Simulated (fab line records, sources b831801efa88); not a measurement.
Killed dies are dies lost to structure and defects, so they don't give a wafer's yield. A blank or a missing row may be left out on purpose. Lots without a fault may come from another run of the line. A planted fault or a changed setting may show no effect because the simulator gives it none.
fab line records | flow gf180mcu
record lots=14 wafers=42 last_day=35
route steps=602 shown NWELL@51 M2@363
lots that met no fault: from a run of the same line without faults
start_h: hours from the record's first day to the start of the lot's first wafer shown | wait_h: hours since the lot's step before | " the same as in the row above | L1.1+2: a row that stands for several wafers | - no value, or no start given | * or withheld: withheld | < > ~ a bound
route shown NAME@n: a module of which the file shows steps, and the number in the route of the first | usual: mean/standard deviation of fault-free wafers | same: alike in all rows | chamber/n: place in a boat | sites: the reading at each site | _std_site: their standard deviation | _edge_site: outer sites' mean less inner sites' | radius_mm: how far each site lies from the wafer's centre | mask NAME#n: copy n | behind: the tool/chamber that last shaped the wafer | hold: why the lot was held/for how many hours/how that ended | device: the transistor (n, p or np) that didn't switch | end of line: the same wafers' tests at the end of the route | a step without rows: its recipe alone | killed: dies lost to structure and defects at the first sort, not the wafer's yield | map: a wafer's dies, x killed, . not, _ none there
set.NAME: the setting as run; set.NAME@STEP: as run at that earlier step | model.NAME: the simulator's own value behind a step, which no gauge read
steps of the route over a sample of lots; a table a step, a row a wafer
services: from which hour (start_h, from the record's first day; less than 0 if before it) a tool's chamber was out of use, for how many hours, and why
## steps
# step GF_NWELL_IMPLANT_09
# recipe species=P energy_kev=160 dose_cm2=4.199e+12 tilt_deg=0
# columns lot.wafer tool chamber start_h wait_h
L712.2+5+6 implanter-03 0 58.84 0.1
L713.3+5+6 implanter-03 0 66.28 0.1
L715.1+3+5 implanter-01 0 76.95 0.1
L716.1+5+6 implanter-04 0 82.45 0.1
L717.1+2+6 implanter-01 0 86.68 0.1
L718.2+3+4 implanter-03 0 94.21 0.1
L719.1+4+6 implanter-03 0 98.63 0.1
L721.1+2+6 implanter-04 0 110.38 0.1
L724.1+5+6 implanter-03 0 126.10 0.1
L725.2+3+4 implanter-01 0 131.16 0.1
L726.2+3+5 implanter-03 0 137.56 0.1
L728.3+5+6 implanter-01 0 146.06 0.1
L730.4+5+6 implanter-01 0 159.23 0.1
L733.1+3+4 implanter-01 0 175.78 0.1
# step GF_VT_IMPLANT_RS_MEAS_47
# recipe thk_meas_gauge=four-point-probe
# usual NWELL_RS=484.5/1.1
# columns lot.wafer tool chamber start_h wait_h NWELL_RS[ohm/sq]
L712.2 film_metro-02 - 175.90 0.1 485.3
L712.5 " - " " 485.4
L712.6 " - " " 484.4
L713.3 film_metro-04 - 185.78 0.1 485.4
L713.5 " - " " 484.2
L713.6 " - " " 483.6
L715.1 film_metro-03 - 199.19 0.1 484.2
L715.3 " - " " 483.6
L715.5 " - " " 482.6
L716.1 film_metro-04 - 205.93 0.1 484.0
L716.5 " - " " 483.6
L716.6 " - " " 484.4
L717.1 film_metro-04 - 211.38 0.1 486.3
L717.2 " - " " 486.6
L717.6 " - " " 487.5
L718.2 film_metro-03 - 219.80 0.1 481.5
L718.3 " - " " 482.7
L718.4 " - " " 482.5
L719.1 film_metro-04 - 226.74 0.1 483.6
L719.4 " - " " 483.9
L719.6 " - " " 483.5
L721.1 film_metro-03 - 241.71 0.1 484.1
L721.2 " - " " 484.7
L721.6 " - " " 485.6
L724.1 film_metro-04 - 260.84 0.1 494.1
L724.5 " - " " 493.5
L724.6 " - " " 494.3
L725.2 film_metro-03 - 267.78 0.1 483.8
L725.3 " - " " 485.1
L725.4 " - " " 484.9
L726.2 film_metro-03 - 278.85 0.1 492.4
L726.3 " - " " 493.3
L726.5 " - " " 493.6
L728.3 film_metro-04 - 287.15 0.1 485.6
L728.5 " - " " 486.3
L728.6 " - " " 486.6
L730.4 film_metro-03 - 302.17 0.1 485.9
L730.5 " - " " 484.9
L730.6 " - " " 486.2
L733.1 film_metro-04 - 321.51 0.1 484.4
L733.3 " - " " 482.7
L733.4 " - " " 482.2
# step GF_M2_SPUTTER_01
# recipe material=TiN target_thk_nm=30 power_w=6500 time_s=25 chamber_pressure_pa=0.4
# usual throttle_valve_pct=30.2/1.2
# columns lot.wafer tool chamber start_h wait_h throttle_valve_pct
L712.2 pvd_sputter-04 - 460.29 0.1 30.9
L712.5 " - " " 30.5
L712.6 " - " " 30.6
L713.3 pvd_sputter-02 - 474.38 0.1 31.2
L713.5 " - " " 32.1
L713.6 " - " " 27.6
L715.1 pvd_sputter-03 - 491.92 0.1 30.9
L715.3 " - " " 30.0
L715.5 " - " " 28.7
L716.1 pvd_sputter-04 - 495.83 0.1 30.2
L716.5 " - " " 30.9
L716.6 " - " " 29.7
L717.1 pvd_sputter-03 - 508.56 0.1 28.8
L717.2 " - " " 30.9
L717.6 " - " " 30.5
L718.2 pvd_sputter-02 - 513.73 0.1 32.2
L718.3 " - " " 27.7
L718.4 " - " " 31.2
L719.1 pvd_sputter-03 - 520.43 0.1 30.5
L719.4 " - " " 31.1
L719.6 " - " " 29.9
L721.1 pvd_sputter-02 - 541.39 0.1 27.4
L721.2 " - " " 31.3
L721.6 " - " " 31.3
L724.1 pvd_sputter-03 - 562.65 0.1 30.9
L724.5 " - " " 31.1
L724.6 " - " " 30.1
L725.2 pvd_sputter-02 - 570.61 0.1 27.5
L725.3 " - " " 32.0
L725.4 " - " " 29.6
L726.2 pvd_sputter-04 - 581.12 0.1 31.2
L726.3 " - " " 30.5
L726.5 " - " " 30.9
L728.3 pvd_sputter-04 - 591.80 0.1 30.6
L728.5 " - " " 30.3
L728.6 " - " " 31.1
L730.4 pvd_sputter-02 - 606.57 0.1 29.5
L730.5 " - " " 29.8
L730.6 " - " " 31.2
L733.1 pvd_sputter-02 - 626.02 0.1 27.5
L733.3 " - " " 29.4
L733.4 " - " " 31.0
# step GF_M2_SPUTTER_03
# recipe material=Ti target_thk_nm=10 substrate_temp_c=300 chamber_pressure_pa=0.3 power_w=3000 time_s=6.7
# usual throttle_valve_pct=30.2/1.2
# columns lot.wafer tool chamber start_h wait_h throttle_valve_pct
L712.2 pvd_sputter-04 - 460.35 0.0 30.8
L712.5 " - " " 30.7
L712.6 " - " " 30.3
L713.3 pvd_sputter-02 - 474.44 0.0 31.3
L713.5 " - " " 32.0
L713.6 " - " " 27.6
L715.1 pvd_sputter-03 - 491.98 0.0 30.9
L715.3 " - " " 30.0
L715.5 " - " " 28.7
L716.1 pvd_sputter-04 - 495.90 0.0 30.4
L716.5 " - " " 30.9
L716.6 " - " " 29.7
L717.1 pvd_sputter-03 - 508.62 0.0 28.7
L717.2 " - " " 31.1
L717.6 " - " " 30.9
L718.2 pvd_sputter-02 - 513.80 0.0 31.8
L718.3 " - " " 27.6
L718.4 " - " " 31.2
L719.1 pvd_sputter-03 - 520.49 0.0 30.7
L719.4 " - " " 30.7
L719.6 " - " " 29.7
L721.1 pvd_sputter-02 - 541.45 0.0 27.6
L721.2 " - " " 31.0
L721.6 " - " " 31.4
L724.1 pvd_sputter-03 - 562.71 0.0 30.9
L724.5 " - " " 30.8
L724.6 " - " " 29.9
L725.2 pvd_sputter-02 - 570.67 0.0 27.3
L725.3 " - " " 32.2
L725.4 " - " " 29.2
L726.2 pvd_sputter-04 - 581.19 0.0 30.9
L726.3 " - " " 30.6
L726.5 " - " " 31.1
L728.3 pvd_sputter-04 - 591.86 0.0 30.1
L728.5 " - " " 30.6
L728.6 " - " " 31.2
L730.4 pvd_sputter-02 - 606.63 0.0 29.2
L730.5 " - " " 29.7
L730.6 " - " " 31.4
L733.1 pvd_sputter-02 - 626.08 0.0 27.7
L733.3 " - " " 29.3
L733.4 " - " " 31.3
# step GF_M2_SPUTTER_04
# recipe material=TiN target_thk_nm=50 power_w=6500 time_s=41.7 chamber_pressure_pa=0.4
# usual throttle_valve_pct=30.2/1.2
# columns lot.wafer tool chamber start_h wait_h throttle_valve_pct
L712.2 pvd_sputter-04 - 460.37 0.0 31.0
L712.5 " - " " 30.7
L712.6 " - " " 30.3
L713.3 pvd_sputter-02 - 474.46 0.0 31.3
L713.5 " - " " 31.9
L713.6 " - " " 27.7
L715.1 pvd_sputter-03 - 492.00 0.0 31.0
L715.3 " - " " 29.9
L715.5 " - " " 28.9
L716.1 pvd_sputter-04 - 495.92 0.0 29.9
L716.5 " - " " 31.1
L716.6 " - " " 30.0
L717.1 pvd_sputter-03 - 508.64 0.0 29.0
L717.2 " - " " 30.8
L717.6 " - " " 30.7
L718.2 pvd_sputter-02 - 513.82 0.0 31.8
L718.3 " - " " 27.4
L718.4 " - " " 31.1
L719.1 pvd_sputter-03 - 520.52 0.0 30.4
L719.4 " - " " 30.8
L719.6 " - " " 30.2
L721.1 pvd_sputter-02 - 541.47 0.0 28.0
L721.2 " - " " 31.2
L721.6 " - " " 31.1
L724.1 pvd_sputter-03 - 562.73 0.0 30.6
L724.5 " - " " 30.8
L724.6 " - " " 29.7
L725.2 pvd_sputter-02 - 570.69 0.0 27.6
L725.3 " - " " 32.0
L725.4 " - " " 29.4
L726.2 pvd_sputter-04 - 581.21 0.0 31.1
L726.3 " - " " 30.4
L726.5 " - " " 30.9
L728.3 pvd_sputter-04 - 591.88 0.0 30.5
L728.5 " - " " 30.4
L728.6 " - " " 31.3
L730.4 pvd_sputter-02 - 606.65 0.0 29.4
L730.5 " - " " 29.4
L730.6 " - " " 31.4
L733.1 pvd_sputter-02 - 626.10 0.0 27.8
L733.3 " - " " 29.5
L733.4 " - " " 31.4
## services
# columns tool chamber start_h hours kind
pvd_sputter-03 - 45.16 1.1 repair
implanter-03 - 90.98 2.7 repair
implanter-01 - 96.21 2.3 repair
implanter-03 - 102.54 3.7 repair
implanter-01 - 112.97 0.9 repair
implanter-03 - 122.34 3.2 repair
implanter-01 - 142.87 1.7 repair
pvd_sputter-02 - 163.92 3.8 repair
pvd_sputter-02 - 170.89 0.7 repair
pvd_sputter-02 - 192.77 2.9 repair
pvd_sputter-04 - 212.64 3.0 repair
implanter-01 - 216.71 3.9 pm
pvd_sputter-03 - 244.98 1.8 repair
pvd_sputter-03 - 253.70 0.6 repair
pvd_sputter-04 - 270.49 3.4 repair
pvd_sputter-04 - 307.67 1.2 repair
pvd_sputter-04 - 324.33 7.5 repair
implanter-01 - 330.37 0.7 repair
pvd_sputter-03 - 356.54 2.6 repair
implanter-01 - 412.86 3.5 pm
pvd_sputter-03 - 451.92 1.3 repair
implanter-03 - 487.49 3.9 pm
implanter-01 - 509.19 1.3 repair
pvd_sputter-02 - 515.81 3.5 repair
## key
first_sign step=GF_VT_IMPLANT_RS_MEAS_47 reading=NWELL_RS direction=up sigmas=7.9 usual=484.5 struck=493.5
effect none on later readings
met_at GF_NWELL_IMPLANT_09
struck_lots L724,L726
tester_left_out L724,L726
not_acting_at GF_M2_SPUTTER_01,GF_M2_SPUTTER_03,GF_M2_SPUTTER_04
onset_between 98.63 126.10
fault kind=process_parameter_drift tool=implanter-03 chamber=- onset_h=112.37 steps=GF_NWELL_IMPLANT_09 channel=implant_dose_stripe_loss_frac offset=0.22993 shape=step end_h=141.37
# tester_left_out: of these lots the tester's yield and bins aren't shown, on N5 and GAA mostly nor the transistor test; their killed dies are dies lost to structure and defects alone, not to doping, threshold or leakage, so they don't give the yield
